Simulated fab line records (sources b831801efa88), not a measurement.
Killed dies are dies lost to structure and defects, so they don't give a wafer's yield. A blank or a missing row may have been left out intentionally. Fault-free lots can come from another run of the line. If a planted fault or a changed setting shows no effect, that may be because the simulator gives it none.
Struck lot and sound lot, side by side    flow sky130    14 out of 708 route steps
Sound: wafers L484.2, L484.4, L484.5. Struck: wafers L486.1, L486.2, L486.5. Last of all comes the cause.
At each step with rows: each side's tool, then ch and its chambers, then its first start. Under that, the readings that differ: sound wafers    struck wafers    difference of the means    sigmas: that difference in standard deviations of wafers without a fault.
alike: words and numbers the same on both sides, and readings whose means are apart by under 2 such deviations; not compared: readings that were withheld, readings missing a value for some wafer, numbers with overlapping values and no deviation given by the record, and bounds like >300 which may hide the same value.
Wherever a step has rows on one side only, a row that says differs or no value, or a row with sigmas, the two part there. When numbers do not overlap yet have no deviation, they are printed without sigmas and do not part them. A reading missing from all wafers of one side parts the sides only when that side holds two or more wafers.

SKY_VIA4_STRIP_13: strips in O2/N2.
  sound on plasma-asher-01 ch 1, day 46 12:03; struck on plasma-asher-03 ch 0,1, day 46 16:47
  alike: drypump-motor-current-A, oes-product-au, strip-time-to-endpoint-s
  not compared: rf-hours-counter-h
then, 3 steps without rows for these wafers: SKY_VIA4_STRIP_14 (strips in post etch residue remover, time 1200 s); SKY_VIA4_CLEAN_15 (cleans in IPA, time 180 s); SKY_VIA4_CLEAN_16 (cleans in O3/DIW).
SKY_VIA4_SPUTTER_17: material TiN, target thk 20 nm, time 80 s.
  struck on pvd-sputter-01, day 46 17:25; sound on pvd-sputter-02, day 46 12:38
  alike: cathode-dc-power-W, chamber-pressure-pa, throttle-valve-pct
then, 1 step without rows for these wafers: SKY_VIA4_CVD_18 (deposits W, target thk 505 nm, time 152.14 s).
SKY_VIA4_RS_MEAS_19: the measuring method here is four-point-probe.
  struck on film-metro-01, day 46 17:38; sound on film-metro-04, day 46 12:55
  alike: VIA4_W_RS
SKY_VIA4_THK_MEAS_20: measures by xrf.
  struck on film-metro-01, day 46 17:45; sound on film-metro-04, day 46 13:02
  alike: VIA4_W_THK
SKY_VIA4_CMP_21: polishes, stops on SiO2, t overpolish 25 s, target thk 0 nm.
  sound on cmp-01 ch 0,3, day 46 13:08; struck on cmp-01 ch 0,3, day 46 17:49
  alike: head-pressure-psi, motor-current-A, overpolish-run-s, platen-rpm, time-to-endpoint-s
then, 2 steps without rows for these wafers: SKY_METAL5_SPUTTER_00 (material Ti, target thk 15 nm, time 10 s); SKY_METAL5_SPUTTER_01 (material TiN, target thk 20 nm, time 16.7 s).
SKY_METAL5_SPUTTER_02: material AlCu, target thk 1150 nm, time 61.2 s.
  struck on pvd-sputter-02, day 46 18:09; sound on pvd-sputter-01, day 46 13:26
  alike: cathode-dc-power-W, chamber-pressure-pa, throttle-valve-pct
SKY_METAL5_SPUTTER_03: material Ti, target thk 5 nm, time 3.3 s.
  struck on pvd-sputter-02, day 46 18:13; sound on pvd-sputter-01, day 46 13:29
  no value came back on the struck wafers for cathode-dc-power-W (W), chamber-pressure-pa (Pa), throttle-valve-pct (%); on the sound wafers cathode-dc-power-W (W) reads 3000.0 3000.1 2999.2
SKY_METAL5_SPUTTER_04: material TiN, target thk 70 nm, time 58.3 s.
  struck on pvd-sputter-02, day 46 18:13; sound on pvd-sputter-01, day 46 13:30
  alike: cathode-dc-power-W, chamber-pressure-pa, throttle-valve-pct

== WHERE THEY PART ==
At SKY_METAL5_SPUTTER_03 and nowhere else, as far as this record goes. Later steps at which nothing parts them and some readings are alike: SKY_METAL5_SPUTTER_04.

WHY: the cause the simulator had injected
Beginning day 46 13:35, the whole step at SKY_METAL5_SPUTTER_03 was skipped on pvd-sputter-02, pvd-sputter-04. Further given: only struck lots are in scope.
